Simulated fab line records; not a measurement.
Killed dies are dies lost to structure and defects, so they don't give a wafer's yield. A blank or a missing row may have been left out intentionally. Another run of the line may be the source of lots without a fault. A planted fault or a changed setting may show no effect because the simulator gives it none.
Which tool is to blame? || flow sky130 || 11 lots, 33 wafers sampled, at 2 steps of a route of 708

== WHAT EACH GAUGE READ, for each wafer ==
SKY_SD_P_CD_MEAS_07: the cd target is 380 nm.
{"lot": "L324", "measured": "day 26 02:22", "on": "cdSem-02", "cdNm (nm)": "383.9 383.7 381.8"}
{"lot": "L326", "measured": "day 26 19:58", "on": "cdSem-02", "cdNm (nm)": "384.0 385.2 383.8"}
{"lot": "L327", "measured": "day 26 21:09", "on": "cdSem-01", "cdNm (nm)": "380.2 380.2 380.8"}
{"lot": "L328", "measured": "day 27 14:12", "on": "cdSem-01", "cdNm (nm)": "379.9 379.6 379.6"}
{"lot": "L330", "measured": "day 28 00:51", "on": "cdSem-02", "cdNm (nm)": "379.0 378.1 381.1"}
{"lot": "L331", "measured": "day 28 22:13", "on": "cdSem-02", "cdNm (nm)": "381.8 382.0 383.3"}
{"lot": "L339", "measured": "day 31 03:06", "on": "cdSem-02", "cdNm (nm)": "- - -"}
{"lot": "L342", "measured": "day 31 21:52", "on": "cdSem-01", "cdNm (nm)": "382.3 385.2 381.9"}
{"lot": "L343", "measured": "day 32 02:27", "on": "cdSem-02", "cdNm (nm)": "386.0 382.9 385.4"}
{"lot": "L344", "measured": "day 32 09:37", "on": "cdSem-01", "cdNm (nm)": "379.3 375.9 376.0"}
{"lot": "L346", "measured": "day 33 06:15", "on": "cdSem-02", "cdNm (nm)": "376.7 376.8 375.8"}

== EACH LOT AND THE TOOL THAT RAN IT (in order: tool; ch and the chambers of the sampled wafers; start) ==
{"lot": "L324", "SKY_SD_P_EXPOSE_04": "ilineStepper-02 ch 0, day 25 11:41"}
{"lot": "L326", "SKY_SD_P_EXPOSE_04": "ilineStepper-02 ch 0, day 26 06:04"}
{"lot": "L327", "SKY_SD_P_EXPOSE_04": "ilineStepper-02 ch 0, day 26 07:28"}
{"lot": "L328", "SKY_SD_P_EXPOSE_04": "ilineStepper-01 ch 0, day 27 00:02"}
{"lot": "L330", "SKY_SD_P_EXPOSE_04": "ilineStepper-02 ch 0, day 27 11:26"}
{"lot": "L331", "SKY_SD_P_EXPOSE_04": "ilineStepper-01 ch 0, day 28 08:20"}
{"lot": "L339", "SKY_SD_P_EXPOSE_04": "ilineStepper-01 ch 0, day 30 14:00"}
{"lot": "L342", "SKY_SD_P_EXPOSE_04": "ilineStepper-02 ch 0, day 31 09:10"}
{"lot": "L343", "SKY_SD_P_EXPOSE_04": "ilineStepper-02 ch 0, day 31 13:39"}
{"lot": "L344", "SKY_SD_P_EXPOSE_04": "ilineStepper-01 ch 0, day 31 20:31"}
{"lot": "L346", "SKY_SD_P_EXPOSE_04": "ilineStepper-01 ch 0, day 32 17:35"}
- SKY_SD_P_EXPOSE_04: exposes mask PSDM, target cd 380 nm.

== THE ANSWER, worked out from the rows above alone ==
Rule: the usual values come from the lots themselves. The widest of any qualifying gaps counts: lots, ordered by their means at a reading, are off when they make up no more than a third of the lots, leave a main group of 4 or more, and stand apart from it by 3 or more times the standard deviation of that group's means. The tables above print the reading to a certain number of digits; a main group whose means all agree to those digits is not used. Also off: a lot with no number at a reading for which 4 or more lots have one. The other lots that the step has rows for count as sound.
Off, at SKY_SD_P_CD_MEAS_07 on cdNm: L339. Without a number there: L339. Mean 381.1 nm and standard deviation 2.8 in the main group.
A tool fits if, at a process step before that reading, it ran every lot that is off, and no sound lot after the first of them. The gauges at SKY_SD_P_CD_MEAS_07 are tried like those tools. Of those tried, none fits.

== WHAT WAS PUT IN BY THE SIMULATOR ==
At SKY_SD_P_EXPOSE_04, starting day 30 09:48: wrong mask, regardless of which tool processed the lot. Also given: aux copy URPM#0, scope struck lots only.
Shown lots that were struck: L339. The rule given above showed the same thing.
